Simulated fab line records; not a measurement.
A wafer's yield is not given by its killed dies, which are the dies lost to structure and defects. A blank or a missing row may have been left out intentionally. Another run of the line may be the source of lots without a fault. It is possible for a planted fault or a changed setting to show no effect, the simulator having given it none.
fab line records -- flow gf180mcu
record lots=14, wafers=42, last_day=34
route steps=602 shown M4@456 V4@492
lots with no fault: from the same line, run without faults
start_h: start of the lot's first displayed wafer, in hours after the record's first day -- wait_h: hours from the lot's prior step to this one -- " identical to the entry in the row above -- L1.1+2: one row covering several wafers at once -- - either no value or no given start -- * or withheld: withheld -- < > ~ a bound
route shown NAME@n: names a module that has steps shown in the file, with the first one's number in the route -- usual: mean/standard deviation taken from wafers without a fault -- same: alike in all rows -- chamber/n: place in a boat -- sites: each site's reading -- _std_site: their standard deviation -- _edge_site: mean of outer sites minus mean of inner sites -- radius_mm: how far each site lies from the wafer's centre -- mask NAME#n: copy n -- behind: the most recent tool/chamber to have shaped the wafer -- hold: the reason the lot was held/the length of the hold in hours/how it ended -- device: which transistor (n, p or np) failed to switch -- end of line: the same wafers' tests at the end of the route -- a step without rows: its recipe alone -- killed: dies that structure and defects cost at the first sort, which is not the same as the wafer's yield -- map: dies across one wafer; x = killed, . = not, _ = none there
set.NAME: the setting the step ran with; set.NAME@STEP: the setting that earlier step ran with -- model.NAME: the simulator's own value behind a step, which no gauge read
steps of the route over a sample of lots; a table a step, a row a wafer
services: from which hour (start_h, from the record's first day; less than 0 if before it) a tool's chamber was out of use, for how many hours, and why
## steps
# step GF_M4_SPUTTER_00
# recipe material=Ti, target_thk_nm=37.5, arriving_ion_energy_ev=80, substrate_temp_c=200, chamber_pressure_pa=2, power_w=4000, time_s=150
# usual cathode_dc_power_W=4000.0/0.81, throttle_valve_pct=29.5/1
lot.wafer,tool,chamber,start_h,wait_h,cathode_dc_power_W,throttle_valve_pct
L659.2,pvd_sputter-01,-,512.18,0.1,4001.1,28.1
L659.5,pvd_sputter-01,-,512.18,0.1,4000.1,30.1
L659.6,pvd_sputter-01,-,512.18,0.1,4000.1,29.1
L661.2,pvd_sputter-01,-,528.60,0.1,3999.0,29.3
L661.5,pvd_sputter-01,-,528.60,0.1,4000.3,28.1
L661.6,pvd_sputter-01,-,528.60,0.1,4000.1,30.1
L664.1,pvd_sputter-03,-,560.29,0.1,3999.3,28.5
L664.2,pvd_sputter-03,-,560.29,0.1,3999.8,28.7
L664.5,pvd_sputter-03,-,560.29,0.1,4000.9,29.0
L665.2,pvd_sputter-04,-,566.85,0.2,4000.3,28.4
L665.5,pvd_sputter-04,-,566.85,0.2,4000.6,29.8
L665.6,pvd_sputter-04,-,566.85,0.2,3998.9,28.2
L666.1,pvd_sputter-01,-,573.83,0.2,3998.7,28.0
L666.2,pvd_sputter-01,-,573.83,0.2,4000.4,30.3
L666.6,pvd_sputter-01,-,573.83,0.2,3999.5,30.1
L667.1,pvd_sputter-04,-,580.01,0.1,3999.1,28.1
L667.2,pvd_sputter-04,-,580.01,0.1,3999.3,29.4
L667.5,pvd_sputter-04,-,580.01,0.1,4001.6,28.1
L674.1,pvd_sputter-01,-,634.01,0.1,3999.4,28.8
L674.3,pvd_sputter-01,-,634.01,0.1,4000.7,30.7
L674.4,pvd_sputter-01,-,634.01,0.1,4000.1,28.1
L675.1,pvd_sputter-03,-,638.11,0.1,4000.3,29.5
L675.2,pvd_sputter-03,-,638.11,0.1,3999.0,28.9
L675.4,pvd_sputter-03,-,638.11,0.1,3999.9,28.6
L676.1,pvd_sputter-04,-,646.42,0.1,4000.3,31.7
L676.4,pvd_sputter-04,-,646.42,0.1,4000.7,30.0
L676.5,pvd_sputter-04,-,646.42,0.1,3999.9,30.0
L678.3,pvd_sputter-03,-,660.02,0.1,4000.1,28.7
L678.4,pvd_sputter-03,-,660.02,0.1,4001.0,30.5
L678.6,pvd_sputter-03,-,660.02,0.1,3999.3,28.7
L677.3,pvd_sputter-04,-,661.21,0.2,4000.0,30.0
L677.4,pvd_sputter-04,-,661.21,0.2,4000.2,31.4
L677.5,pvd_sputter-04,-,661.21,0.2,3998.0,31.7
L680.1,pvd_sputter-03,-,679.31,0.2,4001.4,30.6
L680.3,pvd_sputter-03,-,679.31,0.2,3999.9,29.0
L680.4,pvd_sputter-03,-,679.31,0.2,4000.9,28.9
L681.1,pvd_sputter-04,-,683.71,0.1,4001.4,30.3
L681.2,pvd_sputter-04,-,683.71,0.1,4001.6,29.0
L681.4,pvd_sputter-04,-,683.71,0.1,4000.3,30.1
L682.3,pvd_sputter-01,-,690.17,0.2,3999.9,29.1
L682.4,pvd_sputter-01,-,690.17,0.2,4000.6,30.3
L682.6,pvd_sputter-01,-,690.17,0.2,4000.3,28.9
# step GF_M4_CD_MEAS_14
# recipe target_cd_nm=280
# usual cd_nm=279.7/1.1
lot.wafer,tool,chamber,start_h,wait_h,cd_nm
L659.2,cd_sem-02,-,535.58,0.1,278.9
L659.5,cd_sem-02,-,535.58,0.1,278.1
L659.6,cd_sem-02,-,535.58,0.1,278.0
L661.2,cd_sem-02,-,551.52,0.1,278.3
L661.5,cd_sem-02,-,551.52,0.1,280.5
L661.6,cd_sem-02,-,551.52,0.1,281.0
L664.1,cd_sem-02,-,582.05,0.1,279.9
L664.2,cd_sem-02,-,582.05,0.1,281.1
L664.5,cd_sem-02,-,582.05,0.1,280.6
L665.2,cd_sem-01,-,588.32,0.1,280.5
L665.5,cd_sem-01,-,588.32,0.1,280.0
L665.6,cd_sem-01,-,588.32,0.1,280.5
L666.1,cd_sem-02,-,595.58,0.2,280.6
L666.2,cd_sem-02,-,595.58,0.2,280.2
L666.6,cd_sem-02,-,595.58,0.2,280.2
L667.1,cd_sem-02,-,601.50,0.1,279.4
L667.2,cd_sem-02,-,601.50,0.1,278.3
L667.5,cd_sem-02,-,601.50,0.1,279.0
L674.1,cd_sem-01,-,654.00,0.1,279.3
L674.3,cd_sem-01,-,654.00,0.1,279.2
L674.4,cd_sem-01,-,654.00,0.1,279.3
L675.1,cd_sem-02,-,657.55,0.1,282.0
L675.2,cd_sem-02,-,657.55,0.1,282.2
L675.4,cd_sem-02,-,657.55,0.1,281.3
L676.1,cd_sem-01,-,665.71,0.1,280.0
L676.4,cd_sem-01,-,665.71,0.1,277.3
L676.5,cd_sem-01,-,665.71,0.1,278.6
L678.3,cd_sem-02,-,679.34,0.1,280.2
L678.4,cd_sem-02,-,679.34,0.1,278.7
L678.6,cd_sem-02,-,679.34,0.1,279.2
L677.3,cd_sem-01,-,680.69,0.1,278.2
L677.4,cd_sem-01,-,680.69,0.1,277.6
L677.5,cd_sem-01,-,680.69,0.1,278.4
L680.1,cd_sem-01,-,697.51,0.1,278.8
L680.3,cd_sem-01,-,697.51,0.1,278.0
L680.4,cd_sem-01,-,697.51,0.1,278.7
L681.1,cd_sem-02,-,702.92,0.1,278.4
L681.2,cd_sem-02,-,702.92,0.1,279.5
L681.4,cd_sem-02,-,702.92,0.1,277.8
L682.3,cd_sem-01,-,708.44,0.1,279.8
L682.4,cd_sem-01,-,708.44,0.1,280.1
L682.6,cd_sem-01,-,708.44,0.1,280.6
# step GF_V4_ETCH_16
# recipe chemistry=N2/H2, target_depth_a=withheld, overetch_a=withheld, time_s=withheld, target=BARC, ion_energy_ev=200, source_w=500, bias_w=100, pressure_mtorr=30, n2_flow_sccm=100, h2_flow_sccm=200
# usual bias_w=100.00/0.29, chamber_pressure_mTorr=30.000/0.027, drypump_motor_current_A=5.6/0.4, oes_product_au=0.855/0.0048, throttle_valve_pct=13.225/0.0089
lot.wafer,tool,chamber,start_h,wait_h,bias_w,chamber_pressure_mTorr,drypump_motor_current_A,oes_product_au,throttle_valve_pct
L659.2,rie_diel-04,3,559.26,0.0,100.20,29.986,5.4,0.861,13.214
L659.5,rie_diel-04,1,559.26,0.0,100.03,30.026,4.8,0.849,13.205
L659.6,rie_diel-04,0,559.26,0.0,99.88,29.987,5.7,0.853,13.227
L661.2,rie_diel-02,0,575.72,0.0,100.33,30.018,6.3,0.853,13.228
L661.5,rie_diel-02,0,575.72,0.0,100.44,30.022,6.4,0.857,13.199
L661.6,rie_diel-02,1,575.72,0.0,100.26,29.968,5.7,0.854,13.228
L664.1,rie_diel-04,1,604.42,0.0,99.82,30.000,4.8,0.864,13.223
L664.2,rie_diel-04,2,604.42,0.0,99.68,30.042,5.8,0.849,13.230
L664.5,rie_diel-04,3,604.42,0.0,99.82,30.003,5.4,0.851,13.223
L665.2,rie_diel-01,2,610.97,0.0,-,-,-,-,-
L665.5,rie_diel-01,1,610.97,0.0,-,-,-,-,-
L665.6,rie_diel-01,2,610.97,0.0,-,-,-,-,-
L666.1,rie_diel-01,2,618.23,0.0,-,-,-,-,-
L666.2,rie_diel-01,0,618.23,0.0,-,-,-,-,-
L666.6,rie_diel-01,2,618.23,0.0,-,-,-,-,-
L667.1,rie_diel-01,0,623.84,0.0,100.15,30.020,5.3,0.857,13.221
L667.2,rie_diel-01,1,623.84,0.0,99.36,29.967,5.5,0.853,13.225
L667.5,rie_diel-01,1,623.84,0.0,99.73,29.994,5.5,0.848,13.222
L674.1,rie_diel-04,3,675.31,0.0,99.77,29.959,5.4,0.854,13.227
L674.3,rie_diel-04,2,675.31,0.0,100.32,30.004,5.7,0.851,13.224
L674.4,rie_diel-04,0,675.31,0.0,99.94,29.973,5.7,0.860,13.229
L675.1,rie_diel-01,2,678.07,0.0,99.82,29.998,5.9,0.863,13.230
L675.2,rie_diel-01,1,678.07,0.0,100.21,30.005,5.5,0.858,13.211
L675.4,rie_diel-01,1,678.07,0.0,100.06,29.999,5.5,0.859,13.217
L676.1,rie_diel-04,1,686.87,0.0,100.03,30.058,4.9,0.864,13.216
L676.4,rie_diel-04,2,686.87,0.0,99.88,30.001,5.7,0.856,13.233
L676.5,rie_diel-04,2,686.87,0.0,99.90,30.023,5.8,0.855,13.237
L678.3,rie_diel-01,0,699.57,0.0,99.59,29.991,5.3,0.864,13.219
L678.4,rie_diel-01,2,699.57,0.0,100.17,30.031,5.9,0.860,13.232
L678.6,rie_diel-01,3,699.57,0.0,99.87,30.045,6.1,0.862,13.228
L677.3,rie_diel-04,0,701.12,0.0,99.86,30.003,5.7,0.855,13.215
L677.4,rie_diel-04,0,701.12,0.0,99.95,29.994,5.7,0.855,13.223
L677.5,rie_diel-04,1,701.12,0.0,99.15,29.975,4.9,0.845,13.231
L680.1,rie_diel-01,0,717.32,0.0,100.00,29.974,5.3,0.855,13.242
L680.3,rie_diel-01,2,717.32,0.0,100.28,30.029,5.9,0.857,13.223
L680.4,rie_diel-01,1,717.32,0.0,99.83,30.012,5.5,0.851,13.240
L681.1,rie_diel-02,3,722.61,0.0,99.79,30.014,5.7,0.847,13.234
L681.2,rie_diel-02,2,722.61,0.0,100.15,29.981,5.0,0.867,13.242
L681.4,rie_diel-02,0,722.61,0.0,99.98,29.994,6.4,0.861,13.228
L682.3,rie_diel-01,2,728.42,0.0,99.64,30.001,5.9,0.849,13.225
L682.4,rie_diel-01,3,728.42,0.0,100.05,29.945,6.1,0.859,13.240
L682.6,rie_diel-01,0,728.42,0.0,100.09,30.035,5.3,0.856,13.228
# step GF_V4_ETCH_17
# recipe chemistry=C4F8/O2/Ar, mask_material=KrF, target=SiO2, stop_on=TiN, source_w=1500, bias_w=1200, pressure_mtorr=40, c4f8_flow_sccm=withheld, O2_flow_sccm=6, Ar_flow_sccm=300, time_s=withheld, target_depth_a=6300
# usual bias_w=1200/3.1, chamber_pressure_mTorr=40.00/0.033, oes_product_au=0.855/0.0051
lot.wafer,tool,chamber,start_h,wait_h,bias_w,chamber_pressure_mTorr,oes_product_au
L659.2,rie_diel-04,3,-,-,1206,39.93,0.854
L659.5,rie_diel-04,1,-,-,1199,39.98,0.851
L659.6,rie_diel-04,0,-,-,1203,40.01,0.860
L661.2,rie_diel-02,0,-,-,1202,39.96,0.860
L661.5,rie_diel-02,0,-,-,1200,40.01,0.859
L661.6,rie_diel-02,1,-,-,1204,39.99,0.863
L664.1,rie_diel-04,1,-,-,1204,39.92,0.854
L664.2,rie_diel-04,2,-,-,1198,39.96,0.842
L664.5,rie_diel-04,3,-,-,1206,40.01,0.856
L665.2,rie_diel-01,2,-,-,1202,40.02,0.377
L665.5,rie_diel-01,1,-,-,1200,40.05,0.375
L665.6,rie_diel-01,2,-,-,1201,40.05,0.370
L666.1,rie_diel-01,2,-,-,1207,40.00,0.378
L666.2,rie_diel-01,0,-,-,1206,39.98,0.364
L666.6,rie_diel-01,2,-,-,1203,39.99,0.382
L667.1,rie_diel-01,0,-,-,1198,39.97,0.849
L667.2,rie_diel-01,1,-,-,1203,39.96,0.853
L667.5,rie_diel-01,1,-,-,1199,40.01,0.860
L674.1,rie_diel-04,3,-,-,1201,39.96,0.854
L674.3,rie_diel-04,2,-,-,1201,40.00,0.854
L674.4,rie_diel-04,0,-,-,1203,39.99,0.854
L675.1,rie_diel-01,2,-,-,1205,39.98,0.847
L675.2,rie_diel-01,1,-,-,1202,40.07,0.862
L675.4,rie_diel-01,1,-,-,1201,40.00,0.854
L676.1,rie_diel-04,1,-,-,1201,40.07,0.856
L676.4,rie_diel-04,2,-,-,1198,39.93,0.857
L676.5,rie_diel-04,2,-,-,1196,39.99,0.851
L678.3,rie_diel-01,0,-,-,1206,40.05,0.848
L678.4,rie_diel-01,2,-,-,1200,39.98,0.850
L678.6,rie_diel-01,3,-,-,1198,39.94,0.855
L677.3,rie_diel-04,0,-,-,1196,40.00,0.842
L677.4,rie_diel-04,0,-,-,1198,39.96,0.853
L677.5,rie_diel-04,1,-,-,1198,40.04,0.855
L680.1,rie_diel-01,0,-,-,1199,39.98,0.859
L680.3,rie_diel-01,2,-,-,1196,40.00,0.862
L680.4,rie_diel-01,1,-,-,1198,40.02,0.854
L681.1,rie_diel-02,3,-,-,1202,40.00,0.856
L681.2,rie_diel-02,2,-,-,1203,40.06,0.848
L681.4,rie_diel-02,0,-,-,1198,39.97,0.860
L682.3,rie_diel-01,2,-,-,1201,40.02,0.855
L682.4,rie_diel-01,3,-,-,1196,40.03,0.852
L682.6,rie_diel-01,0,-,-,1194,39.96,0.858
# step GF_V4_STRIP_18
# recipe chemistry=O2/N2, power_w=1400, pressure_mtorr=1500, platen_temp_c=250, o2_flow_sccm=3000, n2_flow_sccm=300, overash_fraction=0.5
# usual drypump_motor_current_A=5.7/0.56, heater_power_w=340/30, oes_product_au=0.592/0.0049
lot.wafer,tool,chamber,start_h,wait_h,drypump_motor_current_A,heater_power_w,oes_product_au,rf_hours_counter_h
L659.2,plasma_asher-04,0,559.39,-,6.5,327,0.592,97
L659.5,plasma_asher-04,1,559.39,-,5.3,303,0.592,-
L659.6,plasma_asher-04,0,559.39,-,6.5,326,0.589,-
L661.2,plasma_asher-01,1,575.85,-,6.1,348,0.602,75
L661.5,plasma_asher-01,1,575.85,-,6.1,341,0.590,-
L661.6,plasma_asher-01,0,575.85,-,5.0,326,0.597,-
L664.1,plasma_asher-03,1,604.55,-,5.7,372,0.592,53
L664.2,plasma_asher-03,0,604.55,-,5.3,403,0.582,53
L664.5,plasma_asher-03,0,604.55,-,5.3,397,0.592,-
L665.2,plasma_asher-01,1,611.10,-,6.1,350,0.614,78
L665.5,plasma_asher-01,0,611.10,-,5.0,327,0.611,-
L665.6,plasma_asher-01,1,611.10,-,6.1,358,0.613,-
L666.1,plasma_asher-04,0,618.36,-,6.6,328,0.611,103
L666.2,plasma_asher-04,1,618.36,-,5.3,295,0.616,103
L666.6,plasma_asher-04,0,618.36,-,6.5,327,0.617,-
L667.1,plasma_asher-04,0,623.97,-,6.6,323,0.586,104
L667.2,plasma_asher-04,1,623.97,-,5.3,298,0.596,104
L667.5,plasma_asher-04,1,623.97,-,5.2,295,0.590,-
L674.1,plasma_asher-01,0,675.44,-,5.0,328,0.590,85
L674.3,plasma_asher-01,1,675.44,-,6.1,347,0.587,-
L674.4,plasma_asher-01,0,675.44,-,5.0,330,0.594,-
L675.1,plasma_asher-01,1,678.20,-,6.1,354,0.592,85
L675.2,plasma_asher-01,0,678.20,-,5.0,326,0.590,85
L675.4,plasma_asher-01,1,678.20,-,6.1,350,0.589,-
L676.1,plasma_asher-01,1,687.00,-,6.1,346,0.594,87
L676.4,plasma_asher-01,1,687.00,-,6.1,359,0.593,-
L676.5,plasma_asher-01,0,687.00,-,5.0,321,0.586,-
L678.3,plasma_asher-03,0,699.73,-,5.3,387,0.591,-
L678.4,plasma_asher-03,1,699.73,-,5.7,371,0.593,-
L678.6,plasma_asher-03,0,699.73,-,5.3,381,0.597,-
L677.3,plasma_asher-04,0,701.28,-,6.5,324,0.596,-
L677.4,plasma_asher-04,1,701.28,-,5.3,300,0.591,-
L677.5,plasma_asher-04,0,701.28,-,6.5,330,0.588,-
L680.1,plasma_asher-04,1,717.45,-,5.3,307,0.584,114
L680.3,plasma_asher-04,0,717.45,-,6.5,330,0.589,-
L680.4,plasma_asher-04,1,717.45,-,5.3,293,0.595,-
L681.1,plasma_asher-03,1,722.74,-,5.7,379,0.592,65
L681.2,plasma_asher-03,0,722.74,-,5.3,400,0.591,65
L681.4,plasma_asher-03,0,722.74,-,5.3,399,0.594,-
L682.3,plasma_asher-04,1,728.58,-,5.2,297,0.591,-
L682.4,plasma_asher-04,0,728.58,-,6.5,327,0.595,-
L682.6,plasma_asher-04,0,728.58,-,6.6,337,0.589,-
# step GF_V4_SPUTTER_22
# recipe material=TiN, target_thk_nm=10, chamber_pressure_pa=5, power_w=4000, time_s=40
# usual cathode_dc_power_W=4000.0/0.65, throttle_valve_pct=30.5/1.6
lot.wafer,tool,chamber,start_h,wait_h,cathode_dc_power_W,throttle_valve_pct
L659.2,pvd_sputter-01,-,559.98,0.0,3999.5,30.3
L659.5,pvd_sputter-01,-,559.98,0.0,4000.4,27.9
L659.6,pvd_sputter-01,-,559.98,0.0,3999.4,30.3
L661.2,pvd_sputter-02,-,576.48,0.0,3998.5,31.7
L661.5,pvd_sputter-02,-,576.48,0.0,4000.7,28.4
L661.6,pvd_sputter-02,-,576.48,0.0,3999.4,31.9
L664.1,pvd_sputter-02,-,605.14,0.0,3999.8,31.0
L664.2,pvd_sputter-02,-,605.14,0.0,4000.8,32.0
L664.5,pvd_sputter-02,-,605.14,0.0,4000.3,31.2
L665.2,pvd_sputter-01,-,611.69,0.0,4000.4,28.3
L665.5,pvd_sputter-01,-,611.69,0.0,3999.4,30.2
L665.6,pvd_sputter-01,-,611.69,0.0,3999.1,28.2
L666.1,pvd_sputter-04,-,618.99,0.0,3998.8,28.1
L666.2,pvd_sputter-04,-,618.99,0.0,4000.4,31.7
L666.6,pvd_sputter-04,-,618.99,0.0,4001.0,29.5
L667.1,pvd_sputter-02,-,624.57,0.0,4000.8,30.9
L667.2,pvd_sputter-02,-,624.57,0.0,3999.6,33.6
L667.5,pvd_sputter-02,-,624.57,0.0,3999.6,30.9
L674.1,pvd_sputter-02,-,676.03,0.0,4000.7,33.2
L674.3,pvd_sputter-02,-,676.03,0.0,3999.9,28.6
L674.4,pvd_sputter-02,-,676.03,0.0,4000.0,31.7
L675.1,pvd_sputter-02,-,678.81,0.0,4001.8,31.1
L675.2,pvd_sputter-02,-,678.81,0.0,3999.8,33.1
L675.4,pvd_sputter-02,-,678.81,0.0,3999.8,28.3
L676.1,pvd_sputter-02,-,687.59,0.0,4000.4,33.2
L676.4,pvd_sputter-02,-,687.59,0.0,3999.6,31.7
L676.5,pvd_sputter-02,-,687.59,0.0,3999.8,31.8
L678.3,pvd_sputter-04,-,700.30,0.0,3999.3,30.3
L678.4,pvd_sputter-04,-,700.30,0.0,3999.0,31.4
L678.6,pvd_sputter-04,-,700.30,0.0,4000.0,29.9
L677.3,pvd_sputter-01,-,701.84,0.0,4000.1,29.1
L677.4,pvd_sputter-01,-,701.84,0.0,3999.8,28.2
L677.5,pvd_sputter-01,-,701.84,0.0,4000.1,30.2
L680.1,pvd_sputter-04,-,718.04,0.0,3999.3,29.1
L680.3,pvd_sputter-04,-,718.04,0.0,4000.1,28.2
L680.4,pvd_sputter-04,-,718.04,0.0,3999.7,29.8
L681.1,pvd_sputter-02,-,723.36,0.0,4000.1,31.9
L681.2,pvd_sputter-02,-,723.36,0.0,3999.6,28.6
L681.4,pvd_sputter-02,-,723.36,0.0,4000.6,33.0
L682.3,pvd_sputter-02,-,729.15,0.0,3999.7,30.8
L682.4,pvd_sputter-02,-,729.15,0.0,3999.8,31.9
L682.6,pvd_sputter-02,-,729.15,0.0,3999.7,33.3
## services
tool,chamber,start_h,hours,kind
pvd_sputter-02,-,537.92,3.6,repair
rie_diel-01,-,551.97,0.2,repair
pvd_sputter-02,2,557.89,-,consumable_replace:kit
rie_diel-01,1,559.88,2.4,repair
plasma_asher-04,-,572.04,1.2,repair
plasma_asher-03,-,589.12,0.8,repair
rie_diel-04,-,589.79,3.0,repair
plasma_asher-03,-,628.80,9.9,pm
rie_diel-04,1,647.58,8.2,repair
plasma_asher-04,-,656.84,2.3,repair
plasma_asher-04,-,658.31,0.5,repair
rie_diel-01,3,663.96,-,clean
rie_diel-01,3,663.96,20.7,scheduled_down
rie_diel-01,3,663.96,20.7,vent_cycle
rie_diel-02,2,680.62,10.0,repair
rie_diel-04,3,697.12,-,clean
rie_diel-04,3,697.12,23.7,scheduled_down
rie_diel-04,3,697.12,23.7,vent_cycle
rie_diel-02,0,700.51,3.8,repair
rie_diel-02,-,702.76,14.6,repair
plasma_asher-01,-,705.32,14.0,pm
pvd_sputter-02,-,716.08,0.7,repair
plasma_asher-01,-,719.32,15.6,pm
plasma_asher-04,-,724.71,0.5,repair
## key
first_sign step=GF_V4_ETCH_16, reading=tool_record, direction=missing
effect step=GF_V4_ETCH_17, reading=oes_product_au, direction=down, sigmas=94, usual=0.855, struck=0.374
effect step=GF_V4_STRIP_18, reading=oes_product_au, direction=up, sigmas=4.3, usual=0.592, struck=0.613
met_at GF_V4_ETCH_16
struck_lots L665,L666
later_rows_left_out L665.2,L665.5,L665.6,L666.1,L666.2,L666.6
sort_left_out L665.2,L665.5,L665.6,L666.1,L666.2,L666.6
not_acting_at GF_M4_SPUTTER_00,GF_M4_CD_MEAS_14,GF_V4_SPUTTER_22
fault kind=skipped_step_whole, tool=rie_diel-01, chamber=-, onset_h=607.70, steps=GF_V4_ETCH_16, scope=struck_lots_only
# sort_left_out: the simulated sort isn't trusted on such a fault, so these wafers' sort isn't shown, and their yield isn't known
# later_rows_left_out: the simulator's readings of these wafers behind a module that went badly wrong aren't trusted and aren't shown, but for the sort
